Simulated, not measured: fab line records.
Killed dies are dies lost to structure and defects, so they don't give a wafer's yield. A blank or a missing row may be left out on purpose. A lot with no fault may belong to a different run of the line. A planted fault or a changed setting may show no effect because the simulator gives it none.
What tool caused it? + flow sky130 + at 1 step of a route of 708, 6 lots with 18 wafers sampled

WHAT THE GAUGES READ, wafer by wafer
SKY_DNWELL_TW_MEAS_09.
| lot  | measured    | on           | DNWELL_TW      |
|------|-------------|--------------|----------------|
| L520 | day 3 17:35 | filmMetro-02 | 1107 1100 1100 |
| L526 | day 4 21:50 | filmMetro-02 | 1111 1110 1106 |
| L533 | day 6 16:14 | filmMetro-02 | 1108 1109 1114 |
| L536 | day 7 09:50 | filmMetro-01 | 1100 1096 1102 |
| L538 | day 7 15:35 | filmMetro-04 | 1108 1111 1109 |
| L540 | day 8 07:45 | filmMetro-04 | 1110 1109 1100 |

EACH LOT AND THE TOOL THAT RAN IT (in order: tool; ch and the chambers of the sampled wafers; start)
There is no process step in the record ahead of these readings.

THE ANSWER, worked out from the rows above alone
Rule: usual is defined by the lots themselves. The widest of any qualifying gaps counts: lots, ordered by their means at a reading, are off when they make up no more than a third of the lots, leave a main group of 4 or more, and stand apart from it by 3 or more times the standard deviation of that group's means. Not used: any main group whose means are identical at the precision the tables above print for the reading. A lot without any number at a reading at which 4 lots or more have one is off too. The other lots that the step has rows for count as sound.
No lot is off at any reading shown: from this, nothing can be told.

WHAT THE SIMULATOR PUT IN
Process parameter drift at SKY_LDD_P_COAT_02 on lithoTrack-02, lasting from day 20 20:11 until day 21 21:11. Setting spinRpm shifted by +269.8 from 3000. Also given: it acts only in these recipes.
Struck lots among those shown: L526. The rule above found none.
